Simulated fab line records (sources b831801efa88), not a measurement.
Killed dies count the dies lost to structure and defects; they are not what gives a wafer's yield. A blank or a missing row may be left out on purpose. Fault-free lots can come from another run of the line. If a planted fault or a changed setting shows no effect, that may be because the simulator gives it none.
Which of the tools did it? || flow sfq_line || 15 lots with 45 wafers sampled at 3 steps, on a route of 325 steps

== WHAT EACH GAUGE READ, for each wafer ==
SFQ_I3_BOW_MEAS_922. Usual: I3_BOW typically reads 2 um, with standard deviation 8.3.
{"lot": "L353", "measured": "day 37 22:24", "on": "film_metro-01", "I3_BOW (um)": "11 -5 2", "flag": ""}
{"lot": "L354", "measured": "day 39 19:08", "on": "film_metro-01", "I3_BOW (um)": "8 8 5", "flag": ""}
{"lot": "L358", "measured": "day 40 07:07", "on": "film_metro-04", "I3_BOW (um)": "4 3 -6", "flag": ""}
{"lot": "L359", "measured": "day 40 13:07", "on": "film_metro-04", "I3_BOW (um)": "6 4 -8", "flag": ""}
{"lot": "L361", "measured": "day 41 01:05", "on": "film_metro-04", "I3_BOW (um)": "4 5 5", "flag": ""}
{"lot": "L366", "measured": "day 47 15:20", "on": "film_metro-04", "I3_BOW (um)": "19 14 16", "flag": ""}
{"lot": "L367", "measured": "day 47 18:21", "on": "film_metro-04", "I3_BOW (um)": "2 8 11", "flag": ""}
{"lot": "L368", "measured": "day 47 21:22", "on": "film_metro-04", "I3_BOW (um)": "15 13 10", "flag": ""}
{"lot": "L370", "measured": "day 48 01:05", "on": "film_metro-01", "I3_BOW (um)": "-16 -18 -11", "flag": ""}
{"lot": "L371", "measured": "day 48 03:20", "on": "film_metro-04", "I3_BOW (um)": "0 -9 3", "flag": ""}
{"lot": "L372", "measured": "day 54 19:33", "on": "film_metro-01", "I3_BOW (um)": "2 3 14", "flag": ""}
{"lot": "L373", "measured": "day 54 21:49", "on": "film_metro-02", "I3_BOW (um)": "9 -1 0", "flag": ""}
{"lot": "L374", "measured": "day 55 01:33", "on": "film_metro-02", "I3_BOW (um)": "-2 1 -1", "flag": ""}
{"lot": "L375", "measured": "day 55 15:47", "on": "film_metro-01", "I3_BOW (um)": "13 11 4", "flag": ""}
{"lot": "L376", "measured": "day 56 02:49", "on": "film_metro-04", "I3_BOW (um)": "-5 -12 -10", "flag": ""}

== TOOL THAT RAN EACH LOT (tool first, then ch and the chambers of the sampled wafers, then the start) ==
{"lot": "L353", "SFQ_TRILAYER_I0_CMP_CMP_028": "cmp-01 ch 1,2, day 12 08:43", "SFQ_TRILAYER_I1_VIA_STRIP_STRIP_053": "rie_metal-03 ch 0,1, day 25 10:07"}
{"lot": "L354", "SFQ_TRILAYER_I0_CMP_CMP_028": "cmp-01 ch 1,3, day 12 20:48", "SFQ_TRILAYER_I1_VIA_STRIP_STRIP_053": "rie_metal-04 ch 0,1, day 31 00:45"}
{"lot": "L358", "SFQ_TRILAYER_I0_CMP_CMP_028": "cmp-01 ch 1,2, day 14 08:04", "SFQ_TRILAYER_I1_VIA_STRIP_STRIP_053": "rie_metal-03 ch 0,1, day 32 06:33"}
{"lot": "L359", "SFQ_TRILAYER_I0_CMP_CMP_028": "cmp-01 ch 0,2,3, day 14 13:34", "SFQ_TRILAYER_I1_VIA_STRIP_STRIP_053": "rie_metal-04 ch 0,1, day 32 12:33"}
{"lot": "L361", "SFQ_TRILAYER_I0_CMP_CMP_028": "cmp-01 ch 2,3, day 15 01:16", "SFQ_TRILAYER_I1_VIA_STRIP_STRIP_053": "rie_metal-04 ch 0,1, day 32 22:09"}
{"lot": "L366", "SFQ_TRILAYER_I0_CMP_CMP_028": "cmp-02 ch 0,1,2, day 16 11:56", "SFQ_TRILAYER_I1_VIA_STRIP_STRIP_053": "rie_metal-01 ch 0,1, day 35 11:19"}
{"lot": "L367", "SFQ_TRILAYER_I0_CMP_CMP_028": "cmp-02 ch 0,1,2, day 17 05:22", "SFQ_TRILAYER_I1_VIA_STRIP_STRIP_053": "rie_metal-01 ch 0,1, day 36 13:43"}
{"lot": "L368", "SFQ_TRILAYER_I0_CMP_CMP_028": "cmp-01 ch 0,1,3, day 18 00:40", "SFQ_TRILAYER_I1_VIA_STRIP_STRIP_053": "rie_metal-04 ch 0,1, day 37 03:07"}
{"lot": "L370", "SFQ_TRILAYER_I0_CMP_CMP_028": "cmp-01 ch 0,2,3, day 18 20:58", "SFQ_TRILAYER_I1_VIA_STRIP_STRIP_053": "rie_metal-04 ch 1, day 37 13:43"}
{"lot": "L371", "SFQ_TRILAYER_I0_CMP_CMP_028": "cmp-01 ch 1,2,3, day 19 04:53", "SFQ_TRILAYER_I1_VIA_STRIP_STRIP_053": "rie_metal-03 ch 0,1, day 37 21:26"}
{"lot": "L372", "SFQ_TRILAYER_I0_CMP_CMP_028": "cmp-01 ch 1,2,3, day 19 22:34", "SFQ_TRILAYER_I1_VIA_STRIP_STRIP_053": "rie_metal-01 ch 0,1, day 38 09:23"}
{"lot": "L373", "SFQ_TRILAYER_I0_CMP_CMP_028": "cmp-02 ch 0,2, day 20 00:58", "SFQ_TRILAYER_I1_VIA_STRIP_STRIP_053": "rie_metal-01 ch 0,1, day 38 11:47"}
{"lot": "L374", "SFQ_TRILAYER_I0_CMP_CMP_028": "cmp-02 ch 0,1,3, day 20 07:40", "SFQ_TRILAYER_I1_VIA_STRIP_STRIP_053": "rie_metal-03 ch 0,1, day 38 17:47"}
{"lot": "L375", "SFQ_TRILAYER_I0_CMP_CMP_028": "cmp-02 ch 0,1,2, day 20 18:46", "SFQ_TRILAYER_I1_VIA_STRIP_STRIP_053": "rie_metal-04 ch 0,1, day 39 02:11"}
{"lot": "L376", "SFQ_TRILAYER_I0_CMP_CMP_028": "cmp-02 ch 0,1, day 21 00:28", "SFQ_TRILAYER_I1_VIA_STRIP_STRIP_053": "rie_metal-04 ch 0,1, day 39 08:23"}
- SFQ_TRILAYER_I0_CMP_CMP_028: polishes SiO2.
- SFQ_TRILAYER_I1_VIA_STRIP_STRIP_053: strips in O2.

== AS READ BY THE TOOLS THEMSELVES (means over the sampled wafers that have a number; for cases with no such wafer, the mark the record gives instead) ==
SFQ_TRILAYER_I0_CMP_CMP_028. Usual: motor_current_A 10.2 A, standard deviation 1.1; platen_rpm 60.00 rpm, standard deviation 0.042; time_to_endpoint_s 214 s, standard deviation 7.3.
{"lot": "L353", "tool": "cmp-01", "motor_current_A (A)": 11.6, "platen_rpm (rpm)": 59.99, "time_to_endpoint_s (s)": 216, "flag": ""}
{"lot": "L354", "tool": "cmp-01", "motor_current_A (A)": 11.4, "platen_rpm (rpm)": 59.98, "time_to_endpoint_s (s)": 214, "flag": ""}
{"lot": "L358", "tool": "cmp-01", "motor_current_A (A)": 11.6, "platen_rpm (rpm)": 61.98, "time_to_endpoint_s (s)": 218, "flag": "OFF"}
{"lot": "L359", "tool": "cmp-01", "motor_current_A (A)": 10.5, "platen_rpm (rpm)": 62.00, "time_to_endpoint_s (s)": 207, "flag": "OFF"}
{"lot": "L361", "tool": "cmp-01", "motor_current_A (A)": 11.4, "platen_rpm (rpm)": 64.00, "time_to_endpoint_s (s)": 202, "flag": "OFF"}
{"lot": "L366", "tool": "cmp-02", "motor_current_A (A)": 9.9, "platen_rpm (rpm)": 60.03, "time_to_endpoint_s (s)": 210, "flag": ""}
{"lot": "L367", "tool": "cmp-02", "motor_current_A (A)": 10.1, "platen_rpm (rpm)": 60.02, "time_to_endpoint_s (s)": 212, "flag": ""}
{"lot": "L368", "tool": "cmp-01", "motor_current_A (A)": 10.5, "platen_rpm (rpm)": 60.00, "time_to_endpoint_s (s)": 217, "flag": ""}
{"lot": "L370", "tool": "cmp-01", "motor_current_A (A)": 10.6, "platen_rpm (rpm)": 60.01, "time_to_endpoint_s (s)": 220, "flag": ""}
{"lot": "L371", "tool": "cmp-01", "motor_current_A (A)": 11.6, "platen_rpm (rpm)": 59.98, "time_to_endpoint_s (s)": 214, "flag": ""}
{"lot": "L372", "tool": "cmp-01", "motor_current_A (A)": 11.1, "platen_rpm (rpm)": 60.01, "time_to_endpoint_s (s)": 225, "flag": ""}
{"lot": "L373", "tool": "cmp-02", "motor_current_A (A)": 10.1, "platen_rpm (rpm)": 59.99, "time_to_endpoint_s (s)": 212, "flag": ""}
{"lot": "L374", "tool": "cmp-02", "motor_current_A (A)": 9.5, "platen_rpm (rpm)": 59.96, "time_to_endpoint_s (s)": 206, "flag": ""}
{"lot": "L375", "tool": "cmp-02", "motor_current_A (A)": 9.7, "platen_rpm (rpm)": 59.97, "time_to_endpoint_s (s)": 215, "flag": ""}
{"lot": "L376", "tool": "cmp-02", "motor_current_A (A)": 10.2, "platen_rpm (rpm)": 60.00, "time_to_endpoint_s (s)": 218, "flag": ""}

SFQ_TRILAYER_I1_VIA_STRIP_STRIP_053. Usual: drypump_motor_current_A 5.73 A, standard deviation 0.25; oes_product_au 0.998 a.u., standard deviation 0.0079.
{"lot": "L353", "tool": "rie_metal-03", "drypump_motor_current_A (A)": 5.93, "oes_product_au (a.u.)": 1.001, "flag": ""}
{"lot": "L354", "tool": "rie_metal-04", "drypump_motor_current_A (A)": 5.70, "oes_product_au (a.u.)": 1.001, "flag": ""}
{"lot": "L358", "tool": "rie_metal-03", "drypump_motor_current_A (A)": 5.91, "oes_product_au (a.u.)": 1.005, "flag": ""}
{"lot": "L359", "tool": "rie_metal-04", "drypump_motor_current_A (A)": 5.72, "oes_product_au (a.u.)": 0.996, "flag": ""}
{"lot": "L361", "tool": "rie_metal-04", "drypump_motor_current_A (A)": 5.53, "oes_product_au (a.u.)": 0.996, "flag": ""}
{"lot": "L366", "tool": "rie_metal-01", "drypump_motor_current_A (A)": 5.87, "oes_product_au (a.u.)": 1.001, "flag": ""}
{"lot": "L367", "tool": "rie_metal-01", "drypump_motor_current_A (A)": 5.86, "oes_product_au (a.u.)": 0.999, "flag": ""}
{"lot": "L368", "tool": "rie_metal-04", "drypump_motor_current_A (A)": 5.52, "oes_product_au (a.u.)": 0.998, "flag": ""}
{"lot": "L370", "tool": "rie_metal-04", "drypump_motor_current_A (A)": 5.37, "oes_product_au (a.u.)": 0.997, "flag": ""}
{"lot": "L371", "tool": "rie_metal-03", "drypump_motor_current_A (A)": 5.76, "oes_product_au (a.u.)": 1.000, "flag": ""}
{"lot": "L372", "tool": "rie_metal-01", "drypump_motor_current_A (A)": 5.86, "oes_product_au (a.u.)": 1.000, "flag": ""}
{"lot": "L373", "tool": "rie_metal-01", "drypump_motor_current_A (A)": 5.76, "oes_product_au (a.u.)": 0.996, "flag": ""}
{"lot": "L374", "tool": "rie_metal-03", "drypump_motor_current_A (A)": 5.93, "oes_product_au (a.u.)": 0.999, "flag": ""}
{"lot": "L375", "tool": "rie_metal-04", "drypump_motor_current_A (A)": 5.51, "oes_product_au (a.u.)": 0.987, "flag": ""}
{"lot": "L376", "tool": "rie_metal-04", "drypump_motor_current_A (A)": 5.53, "oes_product_au (a.u.)": 1.001, "flag": ""}

== THE ANSWER, worked out from the rows above alone ==
Rule: a lot is off if the mean of its wafers that have a number lies more than 3 standard deviations from the usual mean. Also off: a lot with no number at a reading for which 4 or more lots have one. Where the step has rows for the other lots, those lots are counted as sound. Order of review: gauges by route order, followed by the tools' own readings, for which a lot's mean as printed above is used. At the first step where some lot is off, the reading lying furthest off is the one used; lots without a number count as furthest.
Off at SFQ_TRILAYER_I0_CMP_CMP_028 (platen_rpm): L358, L359, L361.
A tool fits if, at that step or a process step before it, it ran every lot that is off, and no sound lot after the first of them. No candidate that was tried fits.

== WHAT WAS PUT IN BY THE SIMULATOR ==
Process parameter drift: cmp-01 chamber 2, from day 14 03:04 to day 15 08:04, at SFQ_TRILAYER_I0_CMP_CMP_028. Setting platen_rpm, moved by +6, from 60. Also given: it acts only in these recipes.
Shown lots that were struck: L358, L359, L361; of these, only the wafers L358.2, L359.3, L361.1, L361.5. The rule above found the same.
